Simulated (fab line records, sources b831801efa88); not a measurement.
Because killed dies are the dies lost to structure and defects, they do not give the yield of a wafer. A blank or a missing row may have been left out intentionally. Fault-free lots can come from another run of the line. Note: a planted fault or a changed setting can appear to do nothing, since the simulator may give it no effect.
fab line records    flow sky130
record lots=5  wafers=15  last_day=50
route steps=708 shown METAL2@495 VIA2@507 PAD_OPEN@708
lots with no fault: from the same line, run without faults
start_h: the number of hours between the record's first day and the start of the first shown wafer of the lot    wait_h: how many hours have passed since the lot's step before this one    " identical to the entry in the row above    L1.1+2: a single row standing in for several wafers    - no value, or no start was given    * or withheld: withheld    < > ~ a bound
route shown NAME@n: names a module that has steps shown in the file, with the first one's number in the route    usual: mean/standard deviation taken from wafers without a fault    same: alike in all rows    chamber/n: place in a boat    sites: the reading at each site    _std_site: standard deviation across them    _edge_site: mean of outer sites minus mean of inner sites    radius_mm: for every site, how far away it sits from the centre of the wafer    mask NAME#n: copy n    behind: the most recent tool/chamber to have shaped the wafer    hold: reason for holding the lot/hours on hold/outcome of the hold    device: transistor that didn't switch, given as n, p or np    end of line: the route-end tests of the same wafers    a step without rows: its recipe alone    killed: count of dies lost to structure and defects at first sort (not the wafer's yield)    map: a wafer's dies, x killed, . not, _ none there
set.NAME: the setting the step ran with; set.NAME@STEP: the setting that earlier step ran with    model.NAME: the simulator's own value behind a step, which no gauge read
a table for each step, a row for each wafer; lots at some steps of the route
services: the hour from which a tool's chamber was out of use, counted from the record's first day as start_h (under 0 if before that day), plus the number of hours and why
## steps
# step SKY_METAL2_EXPOSE_12
# recipe mask_id=MM2  na=0.8  source_shape=annular  sigma_inner=0.55  sigma_outer=0.85  target_cd_nm=140  dose_mj=28
# step SKY_METAL2_PEB_13
# recipe peb_temp_c=withheld  peb_time_s=withheld  resist=KrF-thick
# step SKY_METAL2_DEVELOP_14
# recipe develop_time_s=60  resist=KrF-thick  dev_temp_c=21
# step SKY_METAL2_CD_MEAS_15
# recipe target_cd_nm=140
# usual cd_nm=140.2/1.5
lot.wafer  tool       chamber  start_h  wait_h  cd_nm
L592.1     cd_sem-01  -        828.78   -       141.4
L592.2     "          -        "        "       140.8
L592.3     "          -        "        "       141.7
L598.1     cd_sem-02  -        875.69   -       138.3
L598.2     "          -        "        "       140.5
L598.5     "          -        "        "       139.7
L604.1     cd_sem-02  -        923.79   -       141.0
L604.2     "          -        "        "       142.2
L604.4     "          -        "        "       141.7
L605.3     cd_sem-02  -        928.47   -       139.6
L605.4     "          -        "        "       140.1
L605.6     "          -        "        "       141.1
L614.3     cd_sem-02  -        1003.93  -       138.9
L614.5     "          -        "        "       138.4
L614.6     "          -        "        "       138.7
# step SKY_METAL2_OVL_MEAS_16
# usual METAL2_OVL=-2/5.3
lot.wafer  tool        chamber  start_h  wait_h  METAL2_OVL[nm]
L592.1     overlay-01  -        828.90   0.1     -8
L592.2     "           -        "        "       -6
L592.3     "           -        "        "       -5
L598.1     overlay-02  -        875.81   0.1     -3
L598.2     "           -        "        "       2
L598.5     "           -        "        "       -6
L604.1     overlay-01  -        923.91   0.1     1
L604.2     "           -        "        "       -2
L604.4     "           -        "        "       -3
L605.3     overlay-01  -        928.56   0.1     -2
L605.4     "           -        "        "       3
L605.6     "           -        "        "       -2
L614.3     overlay-01  -        1004.02  0.1     6
L614.5     "           -        "        "       0
L614.6     "           -        "        "       -2
# step SKY_METAL2_DESCUM_17
# recipe chemistry=O2  source_power_w=150  bias_power_w=0  pressure_mtorr=10  temp_c=40  time_s=8
# usual drypump_motor_current_A=5.8/0.4  oes_product_au=1.004/0.01
lot.wafer  tool          chamber  start_h  wait_h  drypump_motor_current_A  oes_product_au  rf_hours_counter_h
L592.1     rie_metal-03  0        828.94   0.0     5.7                      0.986           12
L592.2     "             1        "        "       5.8                      1.009           15
L592.3     "             1        "        "       5.8                      0.995           -
L598.1     rie_metal-04  0        875.85   0.0     6.5                      1.017           8
L598.2     "             1        "        "       5.9                      1.013           14
L598.5     "             1        "        "       6.0                      1.016           -
L604.1     rie_metal-04  0        923.95   0.0     6.6                      1.020           10
L604.2     "             1        "        "       5.9                      1.002           16
L604.4     "             1        "        "       6.0                      1.000           -
L605.3     rie_metal-03  0        928.60   0.0     5.7                      0.986           -
L605.4     "             1        "        "       5.8                      0.998           -
L605.6     "             1        "        "       5.8                      1.016           -
L614.3     rie_metal-04  1        1004.06  0.0     5.9                      1.000           -
L614.5     "             0        "        "       6.6                      1.007           -
L614.6     "             1        "        "       5.9                      1.004           -
# step SKY_METAL2_ETCH_18
# recipe chemistry=N2/H2  target=BARC  ion_energy_ev=200  bias_w=100  pressure_mtorr=30  n2_flow_sccm=100  h2_flow_sccm=200  icp_w=500  stop_on=SiO2  time_s=45.9  target_depth_a=600
# usual drypump_motor_current_A=5.8/0.4  oes_product_au=0.855/0.0049  throttle_valve_pct=13.224/0.0094
lot.wafer  tool          chamber  start_h  wait_h  drypump_motor_current_A  oes_product_au  rf_hours_counter_h  throttle_valve_pct
L592.1     rie_metal-03  0        828.97   0.0     5.7                      0.849           12                  13.228
L592.2     "             1        "        "       5.8                      0.860           15                  13.222
L592.3     "             1        "        "       5.8                      0.857           -                   13.211
L598.1     rie_metal-04  0        875.88   0.0     6.6                      0.855           8                   13.227
L598.2     "             1        "        "       5.9                      0.847           14                  13.225
L598.5     "             1        "        "       6.0                      0.850           -                   13.224
L604.1     rie_metal-04  0        923.98   0.0     6.6                      0.851           10                  13.242
L604.2     "             1        "        "       5.9                      0.858           16                  13.211
L604.4     "             1        "        "       5.9                      0.860           -                   13.218
L605.3     rie_metal-03  0        928.64   0.0     5.7                      0.850           -                   13.214
L605.4     "             1        "        "       5.8                      0.853           -                   13.221
L605.6     "             1        "        "       5.8                      0.851           -                   13.243
L614.3     rie_metal-04  1        1004.10  0.0     5.9                      0.860           -                   13.229
L614.5     "             0        "        "       6.6                      0.856           -                   13.224
L614.6     "             1        "        "       6.0                      0.856           -                   13.236
# step SKY_METAL2_METAL_ETCH_19
# recipe target_depth_a=3600  stop_on=SiO2  over_etch_frac=0.3  time_s=78  chemistry=Cl2/BCl3  resist_sidewall_deg=88  pressure_mtorr=10  icp_w=900  bias_w=48.5  Cl2_flow_sccm=60  bcl3_flow_sccm=30
# usual bcl3_flow_sccm=30.00/0.083  drypump_motor_current_A=5.8/0.4  oes_product_au=0.854/0.0054  throttle_valve_pct=22.264/0.0092
lot.wafer  tool          chamber  start_h  wait_h  bcl3_flow_sccm  drypump_motor_current_A  oes_product_au  rf_hours_counter_h  throttle_valve_pct
L592.1     rie_metal-03  0        829.03   0.0     30.05           5.7                      0.862           12                  22.276
L592.2     "             1        "        "       29.99           5.8                      0.849           15                  22.258
L592.3     "             1        "        "       29.97           5.8                      0.852           -                   22.272
L598.1     rie_metal-04  0        875.94   0.0     30.08           6.6                      0.867           8                   22.274
L598.2     "             1        "        "       30.01           5.9                      0.852           14                  22.273
L598.5     "             1        "        "       29.99           5.9                      0.854           -                   22.250
L604.1     rie_metal-04  0        924.04   0.0     29.96           6.6                      0.857           10                  22.260
L604.2     "             1        "        "       30.11           6.0                      0.845           16                  22.268
L604.4     "             1        "        "       30.07           5.9                      0.855           -                   22.267
L605.3     rie_metal-03  0        928.71   0.1     29.97           5.7                      0.856           -                   22.270
L605.4     "             1        "        "       29.93           5.8                      0.854           -                   22.265
L605.6     "             1        "        "       30.06           5.8                      0.851           -                   22.268
L614.3     rie_metal-04  1        1004.17  0.1     29.99           5.9                      0.852           -                   22.265
L614.5     "             0        "        "       29.96           6.6                      0.856           -                   22.260
L614.6     "             1        "        "       29.96           5.9                      0.862           -                   22.240
# step SKY_METAL2_STRIP_20
# recipe chemistry=O2/N2  power_w=1400  pressure_mtorr=1500  platen_temp_c=withheld  o2_flow_sccm=3000  n2_flow_sccm=300  overash_fraction=0.5
# usual drypump_motor_current_A=5.87/0.27  oes_product_au=0.342/0.0048  strip_time_to_endpoint_s=2.68/0.043
lot.wafer  tool             chamber  start_h  wait_h  drypump_motor_current_A  oes_product_au  rf_hours_counter_h  strip_time_to_endpoint_s
L592.1     plasma_asher-02  0        829.12   0.1     5.88                     0.348           8                   2.71
L592.2     "                1        "        "       6.27                     0.334           8                   2.66
L592.3     "                0        "        "       5.89                     0.344           -                   2.63
L598.1     plasma_asher-02  0        876.03   0.1     5.90                     0.339           14                  2.62
L598.2     "                1        "        "       6.28                     0.356           14                  2.66
L598.5     "                1        "        "       6.26                     0.334           -                   2.71
L604.1     plasma_asher-01  0        924.13   0.1     5.59                     0.342           105                 2.66
L604.2     "                1        "        "       5.86                     0.349           105                 2.74
L604.4     "                1        "        "       5.86                     0.338           -                   2.73
L605.3     plasma_asher-01  0        928.80   0.1     5.62                     0.338           -                   2.69
L605.4     "                1        "        "       5.86                     0.341           -                   2.64
L605.6     "                1        "        "       5.85                     0.342           -                   2.69
L614.3     plasma_asher-01  0        1004.27  0.1     5.61                     0.351           -                   2.72
L614.5     "                0        "        "       5.59                     0.341           -                   2.71
L614.6     "                1        "        "       5.87                     0.347           -                   2.71
# step SKY_METAL2_STRIP_21
# recipe chemistry=post_etch_residue_remover  time_s=1200  temp_c=72.5
# step SKY_METAL2_CLEAN_22
# recipe chemistry=IPA  time_s=180  temp_c=25
# step SKY_METAL2_CLEAN_23
# recipe chemistry=O3/DIW  dry=n2_spin
# step SKY_VIA2_HDPCVD_00
# recipe material=SiO2  target_thk_nm=1180  sigma_open_frac=0.3  time_s=196.7  temp_c=400  sih4_flow_sccm=60  pressure_mtorr=6
# usual sih4_flow_sccm=60.00/0.17
lot.wafer  tool       chamber  start_h  wait_h  sih4_flow_sccm  model.SiO2_of_VIA2_HDPCVD_00.thk_nm
L592.1     hdpcvd-01  0        829.72   0.0     59.99           1175
L592.2     "          2        "        "       60.20           1185
L592.3     "          1        "        "       59.69           1158
L598.1     hdpcvd-01  2        876.62   0.0     60.32           1200
L598.2     "          1        "        "       59.78           1174
L598.5     "          1        "        "       59.99           1176
L604.1     hdpcvd-01  0        924.72   0.0     59.96           1176
L604.2     "          2        "        "       72.25           1418
L604.4     "          2        "        "       72.12           1419
L605.3     hdpcvd-02  0        929.36   0.0     59.98           1197
L605.4     "          1        "        "       60.05           1190
L605.6     "          2        "        "       60.05           1193
L614.3     hdpcvd-02  2        1004.83  0.0     60.02           1199
L614.5     "          0        "        "       59.85           1191
L614.6     "          1        "        "       59.92           1182
# step SKY_VIA2_THK_MEAS_01
# recipe reads=SiO2_of_VIA2_HDPCVD_00
# usual VIA2_HDPCVD_THK=1182/11
lot.wafer  tool           chamber  start_h  wait_h  VIA2_HDPCVD_THK[nm]
L592.1     film_metro-03  -        829.84   0.1     1174
L592.2     "              -        "        "       1185
L592.3     "              -        "        "       1157
L598.1     film_metro-01  -        876.75   0.1     1199
L598.2     "              -        "        "       1174
L598.5     "              -        "        "       1177
L604.1     film_metro-03  -        924.85   0.1     1177
L604.2     "              -        "        "       1417
L604.4     "              -        "        "       1417
L605.3     film_metro-04  -        929.51   0.1     1197
L605.4     "              -        "        "       1189
L605.6     "              -        "        "       1192
L614.3     film_metro-03  -        1004.98  0.1     1199
L614.5     "              -        "        "       1192
L614.6     "              -        "        "       1182
# step SKY_VIA2_CMP_02
# recipe material=SiO2  down_force_psi=4  platen_rpm=60  pad_velocity_m_s=0.94248
# usual motor_current_A=12.0/1.2
lot.wafer  tool    chamber  start_h  wait_h  motor_current_A
L592.1     cmp-02  0        829.95   0.1     10.6
L592.3     "       1        "        "       12.5
L592.2     "       2        "        "       13.2
L598.1     cmp-02  1        876.81   0.1     11.6
L598.2     "       2        "        "       13.7
L598.5     "       1        "        "       11.7
L604.1     cmp-01  1        924.91   0.1     12.4
L604.4     "       2        "        "       9.6
L604.2     "       3        "        "       13.5
L605.4     cmp-02  1        929.55   0.0     12.7
L605.3     "       2        "        "       13.5
L605.6     "       2        "        "       13.5
L614.3     cmp-02  3        1005.07  0.1     13.3
L614.5     "       2        "        "       13.4
L614.6     "       3        "        "       12.8
# step SKY_PAD_OPEN_PROBE_99
# usual defect_limited_yield=82.8/2  killed_at_M0_to_M3=43/6.4  killed_at_M4_up=3.1/2  killed_at_contacts=24/5.2  killed_at_front_end=15/4.3  killed_at_other=0.2/0.48  killed_dies=85/9.7  killed_open=47/6.9  killed_short=38/6.7  sort_bin_3_pad_short=0.9/0.48  sort_bin_5_function=10.3/1.6  sort_bin_6_memory=6.1/0.97  sort_n_pass=407/9.7  sort_yield_pct=82.8/2
# same gross_dies=492  killed_at_back_side=0  sort_bin_4_leakage[%]=0  sort_bin_8_speed[%]=0
lot.wafer  tool       chamber  start_h  wait_h  defect_limited_yield[%]  killed_at_M0_to_M3  killed_at_M4_up  killed_at_contacts  killed_at_front_end  killed_at_other  killed_dies  killed_open  killed_short  sort_bin_3_pad_short[%]  sort_bin_5_function[%]  sort_bin_6_memory[%]  sort_n_pass  sort_yield_pct[%]
L604.1     prober-01  -        1160.99  0.1     79.9                     40                  7                27                  25                   0                99           59           40            1.0                      12.2                    6.9                   393          79.9
L604.2     prober-01  -        1161.04  0.1     82.3                     40                  9                28                  10                   0                87           43           44            1.2                      9.6                     6.9                   405          82.3
L604.4     prober-01  -        1161.14  0.2     82.9                     42                  2                22                  18                   0                84           50           34            1.6                      9.3                     6.1                   408          82.9
L605.3     prober-02  -        1163.93  0.2     85.0                     34                  4                21                  15                   0                74           51           23            0.4                      7.5                     7.1                   418          85.0
L605.4     prober-02  -        1163.98  0.2     83.1                     43                  6                24                  10                   0                83           43           40            1.8                      8.3                     6.7                   409          83.1
L605.6     prober-02  -        1164.08  0.2     82.3                     51                  2                24                  10                   0                87           50           37            0.6                      11.2                    5.9                   405          82.3
# killed by level:class
L604.1 CONTACT:geometric_particle:open=11 LI_CONTACT:geometric_particle:open=8 VIA1:geometric_particle:open=7 POLY_GATE:geometric_particle:short=7 POLY_GATE:geometric_particle:open=6 VIA2:geometric_particle:open=6 VIA3:geometric_particle:open=6 METAL4:geometric_particle:short=6
L604.2 CONTACT:geometric_particle:open=8 LI_CONTACT:geometric_particle:open=7 VIA1:geometric_particle:short=7 VIA1:geometric_particle:open=7 LOCAL_INTERCONNECT:geometric_particle:short=6 METAL2:geometric_particle:short=5 METAL3:geometric_particle:short=5 METAL4:geometric_particle:short=5
L604.4 VIA3:geometric_particle:open=10 VIA2:geometric_particle:open=10 CONTACT:geometric_particle:open=8 FIELD_ISO:geometric_particle:open=6 VIA1:geometric_particle:open=6 LI_CONTACT:geometric_particle:open=5 CONTACT:geometric_particle:short=5 FIELD_ISO:geometric_particle:short=4
L605.3 VIA1:geometric_particle:open=14 CONTACT:geometric_particle:open=11 SPACER:geometric_particle:open=5 LI_CONTACT:geometric_particle:open=4 POLY_GATE:geometric_particle:open=4 CONTACT:geometric_particle:short=4 METAL1:geometric_particle:short=4 VIA3:geometric_particle:open=4
L605.4 VIA1:geometric_particle:open=10 CONTACT:geometric_particle:open=8 LI_CONTACT:geometric_particle:open=7 VIA2:geometric_particle:open=6 METAL2:geometric_particle:short=5 CONTACT:geometric_particle:short=5 METAL1:geometric_particle:short=5 VIA3:geometric_particle:short=5
L605.6 VIA1:geometric_particle:open=13 METAL2:geometric_particle:short=8 CONTACT:geometric_particle:open=8 LI_CONTACT:geometric_particle:open=7 VIA2:geometric_particle:short=7 VIA3:geometric_particle:open=7 VIA2:geometric_particle:open=5 POLY_GATE:geometric_particle:short=4
## services
tool             chamber  start_h  hours  kind
rie_metal-03     1        807.27   1.1    repair
plasma_asher-01  -        810.23   2.2    repair
hdpcvd-01        2        810.36   2.0    repair
plasma_asher-02  -        817.25   2.8    pm
cmp-02           -        831.39   3.8    repair
rie_metal-04     -        834.16   14.6   pm
cmp-02           -        837.04   22.1   repair
plasma_asher-01  -        851.62   15.6   pm
rie_metal-04     -        851.75   0.1    repair
rie_metal-04     -        851.94   2.8    pm
hdpcvd-01        0        861.61   3.8    repair
hdpcvd-01        -        883.98   14.6   pm
rie_metal-03     1        888.97   -      clean
plasma_asher-02  -        894.69   10.6   repair
cmp-01           -        901.02   0.4    repair
cmp-01           -        911.82   1.1    repair
cmp-02           -        912.41   4.0    pm
cmp-01           -        916.41   6.4    pm
rie_metal-04     1        932.40   -      clean
rie_metal-04     1        932.40   20.4   scheduled_down
rie_metal-04     1        932.40   20.4   vent_cycle
hdpcvd-01        -        950.25   15.0   pm
hdpcvd-02        -        978.59   0.5    repair
cmp-01           -        981.64   1.1    repair
## key
first_sign step=SKY_VIA2_HDPCVD_00  reading=sih4_flow_sccm  direction=up  sigmas=70  usual=60.00  struck=72.18
effect step=SKY_VIA2_THK_MEAS_01  reading=VIA2_HDPCVD_THK  direction=up  sigmas=21  usual=1182  struck=1417
model_effect step=SKY_VIA2_HDPCVD_00  value=SiO2_of_VIA2_HDPCVD_00.thk_nm  without=1182  struck=1418
met_at SKY_VIA2_HDPCVD_00
struck_wafers L604.2,L604.4
onset_between 876.62 924.72
fault kind=process_parameter_drift  tool=hdpcvd-01  chamber=2  onset_h=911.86  steps=SKY_VIA2_HDPCVD_00  channel=sih4_flow_sccm  offset=12  shape=step  end_h=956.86  acts_in=these_recipes_only  stated=60
